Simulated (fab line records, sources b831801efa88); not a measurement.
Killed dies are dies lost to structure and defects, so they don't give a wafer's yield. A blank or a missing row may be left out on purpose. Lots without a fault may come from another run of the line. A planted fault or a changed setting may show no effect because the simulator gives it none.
Problem report in the 8D (eight disciplines) form, filled by code | flow gf180mcu | the parts of the form that need people (team, actions taken, sign-off) are left out

1. THE PROBLEM
strip_time_to_endpoint_s at GF_VT_IMPLANT_STRIP_09 reads a mean of 12.17 s on 2 wafers of 2 lots; wafers without a fault read 12.63 s with a standard deviation of 0.04. That is -12 standard deviations from the usual mean.
The step: strips in O2/N2.
First seen on wafer L503.1, day 7 13:11, on plasma_asher-04. The record holds 39 wafers of 13 lots with a number at this step. Rule for "out", or "out of limits": more than 4 standard deviations from the usual mean. The other wafers with a number count as sound.

2. WHAT IT IS AND WHAT IT IS NOT
question                    | is                               | is not
which readings at this step | strip_time_to_endpoint_s         | heater_power_w, oes_product_au
which lots                  | L503, L504                       | L497, L499, L500, L501, L502, L505, L506, L514, L515, L518, L519
which wafers of those lots  | L503.1, L504.1                   | L503.4, L503.6, L504.4, L504.5
read on which tools         | plasma_asher-02, plasma_asher-04 | plasma_asher-01
when                        | from day 7 13:11                 | up to then (17 sound wafers); but 20 sound wafers of L504, L505, L506, L514, L515, L518, L519 came after

3. SUSPECTS, AND WHAT RULES EACH OUT
Counting: a tool at a process step up to the reading stays a suspect if it ran every lot that is out. Sound lots after the first of them don't rule it out here, since some wafers of a struck lot are sound.
- litho_track-01 at GF_VT_IMPLANT_COAT_02 (resist thk 1000 nm): kept. It ran every lot that is out, first L503 (day 7 04:46); its last sound lot up to then is L502 (day 6 21:17).
Left after counting: litho_track-01 at GF_VT_IMPLANT_COAT_02.

4. THE CAUSE (what the simulator had put in)
Process parameter drift: litho_track-01, from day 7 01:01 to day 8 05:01, at GF_VT_IMPLANT_COAT_02. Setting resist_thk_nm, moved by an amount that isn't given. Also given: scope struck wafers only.
Counting left only this tool.

5. THE CHAIN OF EFFECTS, in route order
Each row: a reading whose mean over the struck wafers that have a number lies more than 3 standard deviations from the usual. Only readings for which the record gives a usual standard deviation are gone through. hours: the time from each lot's start at the first step in this table that gives one to its start at this step, as a median over the lots. sigmas: the change in usual standard deviations.
hours | step                   | reading                  | usual   | on struck wafers | change | sigmas
0     | GF_VT_IMPLANT_STRIP_09 | strip_time_to_endpoint_s | 12.63 s | 12.17            | -0.46  | -12
The process steps in it:
- GF_VT_IMPLANT_STRIP_09: strips in O2/N2.
Later measuring or inspecting steps at which every struck wafer that the step has a row for has a number for every such reading, and none has moved that far: GF_HV_LDD_THK_MEAS_57.

6. WHAT WOULD HAVE CAUGHT IT SOONER
In this record the first reading out of limits was taken at day 7 13:11, 12 hours after the fault began at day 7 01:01.
All the lots that are out (2) had begun GF_VT_IMPLANT_COAT_02 on litho_track-01 by day 7 13:11. A hold on the tool at that time would have spared none of them.
